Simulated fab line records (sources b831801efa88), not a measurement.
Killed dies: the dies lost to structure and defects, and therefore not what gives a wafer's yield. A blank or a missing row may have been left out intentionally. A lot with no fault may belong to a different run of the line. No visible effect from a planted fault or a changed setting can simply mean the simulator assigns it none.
Chamber matching | flow gf180mcu | pecvd-04 running GF_V5_CVD_02: 3 sister chambers
The step deposits SiO2 from TEOS, target thk 1450 nm, time 163.28 s. 39 wafers are shown with their chamber, then 12 later ones without.

WAFERS PAIRED WITH THEIR CHAMBERS
wafer  | chamber | heater_power_w (W)
L074.2 | 2       | 638
L074.4 | 2       | 676
L074.6 | 0       | 660
L075.2 | 2       | 626
L075.3 | 1       | 788
L075.5 | 2       | 671
L077.1 | 0       | 768
L077.2 | 2       | 634
L077.3 | 1       | 780
L077.4 | 1       | 647
L077.5 | 2       | 698
L077.6 | 0       | 819
L078.2 | 1       | 726
L078.3 | 0       | 813
L078.5 | 1       | 804
L079.1 | 2       | 624
L079.2 | 1       | 781
L079.3 | 0       | 821
L079.4 | 0       | 660
L079.5 | 1       | 629
L079.6 | 2       | 688
L080.1 | 1       | 742
L080.2 | 2       | 619
L080.4 | 0       | 667
L081.1 | 1       | 728
L081.2 | 2       | 682
L081.5 | 0       | 674
L082.1 | 1       | 764
L082.4 | 1       | 641
L082.5 | 0       | 799
L085.2 | 1       | 795
L085.3 | 0       | 823
L085.4 | 0       | 690
L086.1 | 1       | 702
L086.2 | 0       | 828
L086.3 | 2       | 659
L086.4 | 0       | 666
L086.5 | 2       | 536
L086.6 | 1       | 780

SIGNATURES, as means of the wafers listed above
reading        | chamber 0 | chamber 1 | chamber 2 | scatter within a chamber
heater_power_w | 745.23    | 736.21    | 645.92    | 61.4
Rule: distance of a wafer from a chamber = root of the sum over the readings of ((wafer's reading minus chamber's mean) / reading's scatter) squared. The wafer belongs to the nearest chamber; if the next one is less than 2 further off, it can't be placed. The scatter is the square root of a quotient: the sum, over the shown wafers, of each reading's squared deviation from its chamber's mean, divided by wafers minus chambers.

WAFERS WHOSE CHAMBER IS MISSING
wafer  | heater_power_w (W)
L087.3 | 780
L087.4 | 666
L087.6 | 791
L092.1 | 639
L092.2 | 761
L092.6 | 822
L095.3 | 540
L095.5 | 637
L095.6 | 639
L097.1 | 685
L097.3 | 805
L097.4 | 684

CHAMBER TAKEN BY EACH
wafer  | from the rows above          | in truth
L087.3 | can't be placed: 0 or 1 or 2 | 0
L087.4 | can't be placed: 2 or 1 or 0 | 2
L087.6 | can't be placed: 0 or 1 or 2 | 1
L092.1 | can't be placed: 2 or 1 or 0 | 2
L092.2 | can't be placed: 0 or 1 or 2 | 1
L092.6 | can't be placed: 0 or 1 or 2 | 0
L095.3 | can't be placed: 2 or 1 or 0 | 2
L095.5 | can't be placed: 2 or 1 or 0 | 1
L095.6 | can't be placed: 2 or 1 or 0 | 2
L097.1 | can't be placed: 2 or 1 or 0 | 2
L097.3 | can't be placed: 0 or 1 or 2 | 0
L097.4 | can't be placed: 2 or 1 or 0 | 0
Placed correctly: 0 of 12. Can't be placed from these rows: 12 (the true chamber is among the candidates in 12). 0 placed wrongly.
